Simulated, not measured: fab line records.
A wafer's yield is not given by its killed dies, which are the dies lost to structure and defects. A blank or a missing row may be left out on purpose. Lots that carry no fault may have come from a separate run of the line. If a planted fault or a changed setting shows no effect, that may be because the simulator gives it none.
Comparing a struck lot with a sound one -- flow sky130 -- 15 out of 708 route steps
Sound: the wafers L140.3, L140.5, L140.6. Wafers struck: L145.1, L145.3, L145.6. The cause is given at the end.
Each step with rows lists, per side, the tool, then ch with its chambers, then its first start. Under that, the readings that differ: sound wafers -- struck wafers -- difference of the means -- sigmas: that difference in standard deviations of wafers without a fault.
alike: words and numbers the same on both sides, and readings whose means are apart by under 2 such deviations; not compared: readings that were withheld, readings missing a value for some wafer, numbers with overlapping values and no deviation given by the record, and bounds like >300 which may hide the same value.
Wherever a step has rows on one side only, a row that says differs or no value, or a row with sigmas, the two part there. Numbers that don't overlap but have no deviation are shown without sigmas and don't part them. A reading that every wafer of one side lacks parts them only if that side has two wafers or more.

SKY_NWELL_TW_MEAS_26:
  sound: filmMetro-01 at day 6 00:44; struck: filmMetro-02 at day 7 06:46
  alike: NWELL_2_TW
then, 1 step without rows for these wafers: SKY_NWELL_CLEAN_27 (cleans in SC1/SC2, time 150 s).
SKY_NWELL_RTA_28: time 30 s.
  sound on rtpAnneal-01 ch 0, day 6 00:52; struck on rtpAnneal-02 ch 0, day 7 06:53
  alike: chamberO2Ppm, lampPowerPct, rampDownCPerS, wafer_temp_C_max
SKY_NWELL_RS_MEAS_29: measurement is done with a four-point probe.
  sound: filmMetro-01 at day 6 00:58; struck: filmMetro-01 at day 7 07:05
  alike: NWELL_RS
SKY_NWELL_RS_MEAS_31: measurement is done with a four-point probe.
  sound: filmMetro-01 at day 6 01:13; struck: filmMetro-01 at day 7 07:19
  alike: PWDE_RS
then, 6 steps without rows for these wafers: SKY_VT_ADJUST_HVTP_DEHYDRATE_00 (time 60 s); SKY_VT_ADJUST_HVTP_HMDS_01 (prime time 60 s); SKY_VT_ADJUST_HVTP_COAT_02 (resist thk 1140 nm); SKY_VT_ADJUST_HVTP_SOFTBAKE_03 (time 60 s); SKY_VT_ADJUST_HVTP_EXPOSE_04 (exposes mask HVTPM, target cd 380 nm); SKY_VT_ADJUST_HVTP_PEB_05.
SKY_VT_ADJUST_HVTP_DEVELOP_06: develop time 60 s.
  sound on lithoTrack-01 ch 0, day 6 18:32; struck on lithoTrack-03 ch 0, day 8 02:23
  alike: exhaustPa
SKY_VT_ADJUST_HVTP_CD_MEAS_07: the cd target is 380 nm.
  sound: cdSem-02 at day 6 18:41; struck: cdSem-02 at day 8 02:49
reading,sound,struck,difference,sigmas
cdNm (nm),379.7 382.7 379.1,393.7 393.0 393.5,+12.9,+5
  not compared: hold
SKY_VT_ADJUST_HVTP_OVL_MEAS_08:
  sound: overlay-01 at day 6 18:46; struck: overlay-01 at day 8 09:23
reading,sound,struck,difference,sigmas
hold,- - -,awaitDispo/6.4h/release awaitDispo/6.4h/release awaitDispo/6.4h/release,no value on the sound wafers,
  alike: VT_ADJUST_HVTP_OVL
-- record jumps: 39 days separate the struck wafers' starts on either side; left off in module VT_ADJUST_HVTP, taken up again in module PAD_OPEN, whose first shown step is the route's number 708 --
SKY_PAD_OPEN_PROBE_99:
  only the struck wafers here have rows in the record (prober-01, day 47 17:52); the sound ones have none

== WHERE THEY PART ==
First at SKY_VT_ADJUST_HVTP_CD_MEAS_07; last, within this record, at SKY_PAD_OPEN_PROBE_99.

WHY: what had been put in by the simulator
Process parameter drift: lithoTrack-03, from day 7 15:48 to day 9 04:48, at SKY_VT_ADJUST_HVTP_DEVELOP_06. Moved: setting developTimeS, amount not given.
